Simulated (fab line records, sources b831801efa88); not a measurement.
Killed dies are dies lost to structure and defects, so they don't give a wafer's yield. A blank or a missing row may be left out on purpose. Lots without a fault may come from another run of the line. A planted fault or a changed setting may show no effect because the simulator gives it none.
Which tool did it? | flow sky130 | 12 lots, 36 wafers sampled, at 4 steps of a route of 708

WHAT THE GAUGES READ, wafer by wafer
SKY_LDD_LDN_OVL_MEAS_07. Usual: LDD_LDN_OVL 0.1 nm, standard deviation 1.5.
lot  | measured     | on         | LDD_LDN_OVL (nm) | flag
L794 | day 23 06:08 | overlay-02 | -1.8 -2.9 -2.1   |
L795 | day 23 09:01 | overlay-02 | 0.7 0.1 -0.3     |
L796 | day 23 20:34 | overlay-01 | -0.9 -1.0 -1.3   |
L797 | day 23 20:59 | overlay-02 | 1.9 0.6 2.5      |
L799 | day 24 18:05 | overlay-02 | -0.5 1.4 -0.1    |
L800 | day 25 07:59 | overlay-01 | 0.0 -0.7 0.3     |
L801 | day 25 07:41 | overlay-02 | 2.8 2.3 0.1      |
L809 | day 28 07:04 | overlay-02 | -0.4 0.0 1.3     |
L812 | day 29 05:16 | overlay-02 | 1.1 -0.5 -1.0    |
L813 | day 29 04:01 | overlay-02 | 0.7 0.6 1.8      |
L814 | day 29 16:34 | overlay-02 | 3.3 1.7 2.7      |
L815 | day 30 09:13 | overlay-02 | 0.1 0.7 -1.0     |

SKY_LDD_LDN_TW_MEAS_13. Usual: LDD_LDN_TW 1477, standard deviation 6.9.
lot  | measured     | on            | LDD_LDN_TW     | flag
L794 | day 23 06:53 | film_metro-04 | 1483 1481 1482 |
L795 | day 23 09:46 | film_metro-01 | 1486 1483 1484 |
L796 | day 23 21:18 | film_metro-03 | 1478 1479 1472 |
L797 | day 23 21:43 | film_metro-04 | 1489 1484 1482 |
L799 | day 24 18:49 | film_metro-04 | 1488 1473 1483 |
L800 | day 25 08:55 | film_metro-01 | 1477 1479 1469 |
L801 | day 25 08:25 | film_metro-03 | 1469 1476 1468 |
L809 | day 28 07:47 | film_metro-04 | 1425 1427 1421 | OFF
L812 | day 29 06:00 | film_metro-01 | 1434 1441 1438 | OFF
L813 | day 29 04:45 | film_metro-01 | 1480 1489 1476 |
L814 | day 29 17:18 | film_metro-01 | 1491 1489 1488 |
L815 | day 30 09:57 | film_metro-04 | 1476 1478 1473 |

WHICH TOOL RAN EACH LOT (tool, then ch and the chambers of the sampled wafers, then the start)
lot  | SKY_FIELD_ISO_ETCH_15             | SKY_LDD_LDN_IMPLANT_08
L794 | rie_diel-03 ch 1,2, day 2 03:47   | implanter-01 ch 0, day 23 06:13
L795 | rie_diel-03 ch 0,2, day 2 10:14   | implanter-03 ch 0, day 23 09:04
L796 | rie_diel-02 ch 0,1,3, day 2 14:17 | implanter-01 ch 0, day 23 20:36
L797 | rie_diel-03 ch 0,1,3, day 2 19:59 | implanter-03 ch 0, day 23 21:02
L799 | rie_diel-02 ch 0,1,3, day 3 06:38 | implanter-02 ch 0, day 24 18:07
L800 | rie_diel-01 ch 0,1,3, day 3 12:53 | implanter-02 ch 0, day 25 08:13
L801 | rie_diel-03 ch 1,3, day 3 16:44   | implanter-01 ch 0, day 25 07:43
L809 | rie_diel-02 ch 0,2, day 5 11:08   | implanter-02 ch 0, day 28 07:05
L812 | rie_diel-02 ch 0,1,3, day 6 04:29 | implanter-02 ch 0, day 29 05:18
L813 | rie_diel-03 ch 1,3, day 6 07:29   | implanter-01 ch 0, day 29 04:03
L814 | rie_diel-01 ch 0,1,3, day 6 13:44 | implanter-01 ch 0, day 29 16:36
L815 | rie_diel-02 ch 2,3, day 6 18:14   | implanter-03 ch 0, day 30 09:15
- SKY_FIELD_ISO_ETCH_15: etches the open film in CHF3/O2, stops on Si, target depth 180 nm, time 72 s.
- SKY_LDD_LDN_IMPLANT_08

WHAT THE TOOLS THEMSELVES READ (means of the sampled wafers that have a number; where no wafer has one, the mark that the record gives instead)
SKY_FIELD_ISO_ETCH_15. Usual: drypump_motor_current_A 5.9 A, standard deviation 0.55; oes_product_au 0.949 a.u., standard deviation 0.0062; rf_fwd_power_W 595.6 W, standard deviation 2.5; throttle_valve_pct 8.845 %, standard deviation 0.0097.
lot  | tool        | drypump_motor_current_A (A) | oes_product_au (a.u.) | rf_fwd_power_W (W) | throttle_valve_pct (%) | flag
L794 | rie_diel-03 | 5.7                         | 0.947                 | 596.4              | 8.843                  |
L795 | rie_diel-03 | 6.5                         | 0.946                 | 598.1              | 8.834                  |
L796 | rie_diel-02 | 5.7                         | 0.945                 | 593.9              | 8.847                  |
L797 | rie_diel-03 | 6.0                         | 0.949                 | 594.8              | 8.844                  |
L799 | rie_diel-02 | 5.7                         | 0.955                 | 595.3              | 8.837                  |
L800 | rie_diel-01 | 5.5                         | 0.945                 | 592.2              | 8.845                  |
L801 | rie_diel-03 | 5.9                         | 0.950                 | 594.0              | 8.840                  |
L809 | rie_diel-02 | 5.8                         | 0.947                 | 595.8              | 8.852                  |
L812 | rie_diel-02 | 5.7                         | 0.954                 | 597.4              | 8.850                  |
L813 | rie_diel-03 | 5.9                         | 0.950                 | 594.9              | 8.846                  |
L814 | rie_diel-01 | 5.5                         | 0.951                 | 595.1              | 8.845                  |
L815 | rie_diel-02 | 6.1                         | 0.951                 | 596.0              | 8.848                  |

SKY_LDD_LDN_IMPLANT_08. Usual: beam_energy_keV 15.001, standard deviation 0.0048; dose_ions_cm2 1.25e+13, standard deviation 1.3e+10; faraday_current_uA 70.4, standard deviation 1.3.
lot  | tool         | beam_energy_keV | dose_ions_cm2 | faraday_current_uA | flag
L794 | implanter-01 | 14.994          | 1.25e+13      | 71.1               |
L795 | implanter-03 | 14.997          | 1.25e+13      | 70.5               |
L796 | implanter-01 | 14.995          | 1.25e+13      | 69.8               |
L797 | implanter-03 | 14.998          | 1.25e+13      | 70.2               |
L799 | implanter-02 | 15.003          | 1.25e+13      | 69.3               |
L800 | implanter-02 | 15.006          | 1.25e+13      | 70.5               |
L801 | implanter-01 | 15.003          | 1.25e+13      | 70.2               |
L809 | implanter-02 | 15.000          | 7.27e+12      | 41.1               | OFF
L812 | implanter-02 | 15.007          | 7.26e+12      | 40.4               | OFF
L813 | implanter-01 | 15.008          | 1.25e+13      | 70.8               |
L814 | implanter-01 | 14.998          | 1.25e+13      | 70.8               |
L815 | implanter-03 | 15.000          | 1.25e+13      | 69.7               |

THE ANSWER, worked out from the rows above alone
Rule: a lot is off if the mean of its wafers that have a number lies more than 3 standard deviations from the usual mean. A lot without any number at a reading at which 4 lots or more have one is off too. The other lots that the step has rows for count as sound. The gauges are gone through in route order, then the tools' own readings, and for those a lot's mean is taken as printed above. The first step at which some lot is off is used, and at that step the reading that is off furthest; a lot without a number counts as furthest.
Off: L809, L812, at SKY_LDD_LDN_TW_MEAS_13 (LDD_LDN_TW).
A tool fits if, at a process step before that reading, it ran every lot that is off, and no sound lot after the first of them. The gauges at SKY_LDD_LDN_TW_MEAS_13 aren't tried: what is off there is off at SKY_LDD_LDN_IMPLANT_08 too, on other tools, and a gauge's error can't cause that. One fits: implanter-02 at SKY_LDD_LDN_IMPLANT_08. Its last sound lot is L800 (day 25 08:13), its first lot that is off L809 (day 28 07:05): a fault that began between those two fits.
The tool's own readings at SKY_LDD_LDN_IMPLANT_08 bear it out: on the lots that are off they differ by more than 5 times the standard deviation of the sound lots' means. dose_ions_cm2 reads 7.26e+12 there against 1.25e+13 on the sound lots; faraday_current_uA reads 40.8 there against 70.3 on the sound lots.

WHAT THE SIMULATOR HAD PUT IN
Process parameter drift: implanter-02, from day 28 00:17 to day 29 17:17, at SKY_LDD_LDN_IMPLANT_08. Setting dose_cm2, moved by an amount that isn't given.
Lots struck among those shown: L809, L812. The rule above found the same.
